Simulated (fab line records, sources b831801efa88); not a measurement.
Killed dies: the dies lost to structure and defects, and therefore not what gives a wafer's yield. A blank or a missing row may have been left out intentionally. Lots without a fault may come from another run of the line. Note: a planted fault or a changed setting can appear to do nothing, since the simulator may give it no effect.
A struck lot beside a sound one + flow sky130 + 20 out of 708 route steps
Sound: the wafers L103.2, L103.4, L103.5. The struck wafers were L100.1, L100.4, L100.5. Last of all comes the cause.
Order at every step that has rows: each side's tool, ch and its chambers, its first start. Under that, the readings that differ: sound wafers + struck wafers + difference of the means + sigmas: that difference in standard deviations of wafers without a fault.
alike: same words and numbers on both sides, and readings whose means sit less than 2 such deviations apart. not compared: any withheld reading, any reading some wafer has no value for, any bound like >300 that may hide the same value, and any number with overlapping values for which the record gives no deviation.
The two part at a step that has a row with sigmas, a row that says differs or no value, or rows on one side only. When numbers do not overlap yet have no deviation, they are printed without sigmas and do not part them. Lack of a reading on every wafer of one side parts them only where that side has two or more wafers.

first, 8 steps without rows for these wafers: SKY_RES_XHIGH_DEHYDRATE_00 (time 60 s); SKY_RES_XHIGH_HMDS_01 (prime time 60 s); SKY_RES_XHIGH_COAT_02 (resist thk 1140 nm); SKY_RES_XHIGH_SOFTBAKE_03 (time 60 s); SKY_RES_XHIGH_EXPOSE_04 (exposes mask URPM, target cd 1270 nm); SKY_RES_XHIGH_PEB_05; SKY_RES_XHIGH_DEVELOP_06 (develop time 60 s); SKY_RES_XHIGH_IMPLANT_07.
SKY_RES_XHIGH_STRIP_08: strips in O2/N2.
  sound on plasma asher-01 ch 0,1, day 31 19:23; struck on plasma asher-04 ch 0,1, day 30 22:53
  alike: drypump motor current A, oes product au, strip time to endpoint s
  not compared: rf hours counter h
SKY_RES_XHIGH_TW_MEAS_09:
  sound on film metro-03, day 31 19:29; struck on film metro-03, day 30 22:59
  alike: RES_XHIGH_TW
then, 2 steps without rows for these wafers: SKY_SD_N_DEHYDRATE_00 (time 60 s); SKY_SD_N_HMDS_01 (prime time 60 s).
SKY_SD_N_COAT_02: resist thk 1140 nm.
  sound on litho track-02 ch 0, day 32 08:54; struck on litho track-02, day 31 11:32
  no value came back on the struck wafers for chill plate temp C (C), dispense pressure kPa (kPa); on the sound wafers chill plate temp C (C) reads 22.97 22.95 22.99
then, 4 steps without rows for these wafers: SKY_SD_N_SOFTBAKE_03 (time 60 s); SKY_SD_N_EXPOSE_04 (exposes mask NSDM, target cd 380 nm); SKY_SD_N_PEB_05; SKY_SD_N_DEVELOP_06 (develop time 60 s).
SKY_SD_N_CD_MEAS_07: target cd 380 nm.
  sound on cd sem-02, day 32 22:19; struck on cd sem-01, day 32 00:59
| reading    | sound             | struck | difference                    | sigmas |
|------------|-------------------|--------|-------------------------------|--------|
| cd nm (nm) | 379.9 374.0 376.9 | - - -  | no value on the struck wafers |        |
SKY_SD_N_OVL_MEAS_08:
  sound on overlay-02, day 32 22:25; struck on overlay-02, day 32 01:06
| reading       | sound         | struck | difference                    | sigmas |
|---------------|---------------|--------|-------------------------------|--------|
| SD_N_OVL (nm) | -2.9 -0.6 0.3 | - - -  | no value on the struck wafers |        |
-- the record jumps here: 17 days lie between the struck wafers' starts before and after (it left off in module SD_N and takes up again in module PAD_OPEN, whose first step shown is number 708 of the route) --
SKY_PAD_OPEN_PROBE_99:
  sound on prober-02, day 49 09:01; struck on prober-01, day 48 16:57
| reading             | sound    | struck                                                               | difference                   | sigmas |
|---------------------|----------|----------------------------------------------------------------------|------------------------------|--------|
| hold                | - - -    | await dispo/3.1h/scrap await dispo/3.1h/scrap await dispo/3.1h/scrap | no value on the sound wafers |        |
| killed at front end | 12 14 25 | 425 424 423                                                          | +407                         | +83    |
| killed dies         | 81 85 98 | 492 492 492                                                          | +404                         | +40    |
| killed on rim       | 13 21 17 | 96 96 96                                                             | +79                          | +21    |
  alike: killed_at_M0_to_M3, killed_at_M4_up, killed at contacts, killed at other, killed open, killed short

WHERE THEY PART
At SKY_SD_N_COAT_02 first; at SKY_PAD_OPEN_PROBE_99 last (within this record only).

WHY: whatever the simulator had introduced
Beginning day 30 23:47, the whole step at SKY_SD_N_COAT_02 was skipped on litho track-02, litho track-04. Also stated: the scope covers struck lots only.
